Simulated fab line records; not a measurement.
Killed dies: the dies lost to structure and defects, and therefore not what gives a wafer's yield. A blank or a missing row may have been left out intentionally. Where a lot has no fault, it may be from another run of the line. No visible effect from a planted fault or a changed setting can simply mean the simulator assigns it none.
8D (eight disciplines) problem report, filled in by code :: flow sky130 :: the parts of the form that need people (team, actions taken, sign-off) are left out

1. PROBLEM STATEMENT
Wafers without a fault read 0.4, standard deviation 0.56; killed at other at SKY_PAD_OPEN_PROBE_99 reads a mean of 65.0 on 3 wafers belonging to 2 lots. That is +99 or more standard deviations from the usual mean.
Seen first at day 48 10:41 on prober-02, wafer L115.1. The record holds 21 wafers of 7 lots with a number at this step. By rule, "out" or "out of limits" means more than 4 standard deviations away from the usual mean. All remaining wafers that have a number are taken as sound.

2. WHAT IT IS AND WHAT IT IS NOT
question: which readings at this step
is: killed at other, defect limited yield, killed dies, sort_bin_3_pad_short, sort_bin_5_function, sort n pass, sort yield pct
is not: killed_at_M0_to_M3, killed_at_M4_up, killed at front end, killed open, killed short, sort_bin_6_memory

question: which lots
is: L114, L115
is not: L108, L110, L120, L122, L128

question: which wafers of those lots
is: L114.5, L115.1, L115.6
is not: L114.1, L114.3, L115.2

question: read on which tools
is: prober-01, prober-02
is not: -

question: when
is: from day 48 10:41
is not: up to then (6 sound wafers); but 12 sound wafers of L114, L115, L120, L122, L128 came after

3. SUSPECTS, AND WHAT RULES EACH OUT
Counting: a tool at a process step up to the reading stays a suspect if it ran every lot that is out. Sound lots after the first of them don't rule it out here, since some wafers of a struck lot are sound.
- pvd sputter-02 at SKY_METAL4_SPUTTER_01 (material TiN, target thk 20 nm, time 16.7 s): kept. It ran every lot that is out, first L115 (day 42 18:28); its last sound lot up to then is L110 (day 41 02:52).
- pecvd-01 at SKY_CAP2M_CVD_00 (deposits SiO2, target thk 15.5 nm): kept. It ran every lot that is out, first L115 (day 42 18:36); its last sound lot up to then is L110 (day 41 02:59).
- Within pecvd-01 at SKY_CAP2M_CVD_00: the wafers that are out ran in chamber 2; their sound lot-mates ran in chamber 0.
Remaining after the count are pvd sputter-02 at SKY_METAL4_SPUTTER_01 and pecvd-01 at SKY_CAP2M_CVD_00.

4. THE CAUSE (what the simulator had put in)
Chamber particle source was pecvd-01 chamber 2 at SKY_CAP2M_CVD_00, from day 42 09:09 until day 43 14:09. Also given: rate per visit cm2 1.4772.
Counting leaves 2 suspects; this tool is one of them.

5. THE EFFECT CHAIN, in route order
One row per reading whose mean, taken over the struck wafers that have a number, lies over 3 standard deviations from the usual. Scope: only readings with a usual standard deviation given in the record; hours: median across lots of the time from each lot's start at the first step in this table that gives one to its start at this step; sigmas: change in usual standard deviations.
hours: 0
step: SKY_PAD_OPEN_PROBE_99
reading: defect limited yield
usual: 82.5 %
on struck wafers: 70.0
change: -12.5
sigmas: -6.6

hours: 0
step: SKY_PAD_OPEN_PROBE_99
reading: killed at other
usual: 0.4
on struck wafers: 65.0
change: +64.6
sigmas: +99 or more

hours: 0
step: SKY_PAD_OPEN_PROBE_99
reading: killed dies
usual: 86
on struck wafers: 147
change: +61
sigmas: +6.6

hours: 0
step: SKY_PAD_OPEN_PROBE_99
reading: sort_bin_3_pad_short
usual: 0.9 %
on struck wafers: 4.4
change: +3.5
sigmas: +8.2

hours: 0
step: SKY_PAD_OPEN_PROBE_99
reading: sort_bin_5_function
usual: 10.4 %
on struck wafers: 19.2
change: +8.8
sigmas: +5.9

hours: 0
step: SKY_PAD_OPEN_PROBE_99
reading: sort n pass
usual: 406
on struck wafers: 345
change: -61
sigmas: -6.6

hours: 0
step: SKY_PAD_OPEN_PROBE_99
reading: sort yield pct
usual: 82.5 %
on struck wafers: 70.0
change: -12.5
sigmas: -6.6
The process steps in it:
- SKY_PAD_OPEN_PROBE_99

6. HOW IT WOULD HAVE BEEN CAUGHT EARLIER
The fault began at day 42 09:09; the first out-of-limits reading in this record came at day 48 10:41, 146 hours later.
Of the tool readings at SKY_CAP2M_CVD_00 for which the record gives a usual standard deviation, none was out on any struck wafer, so an alarm limit of 4 standard deviations on them would not have fired.
Each of the lots that are out, 2 in all, had begun SKY_CAP2M_CVD_00 on pecvd-01 no later than day 48 10:41. Had the tool been put on hold then, not one of them would have been saved.
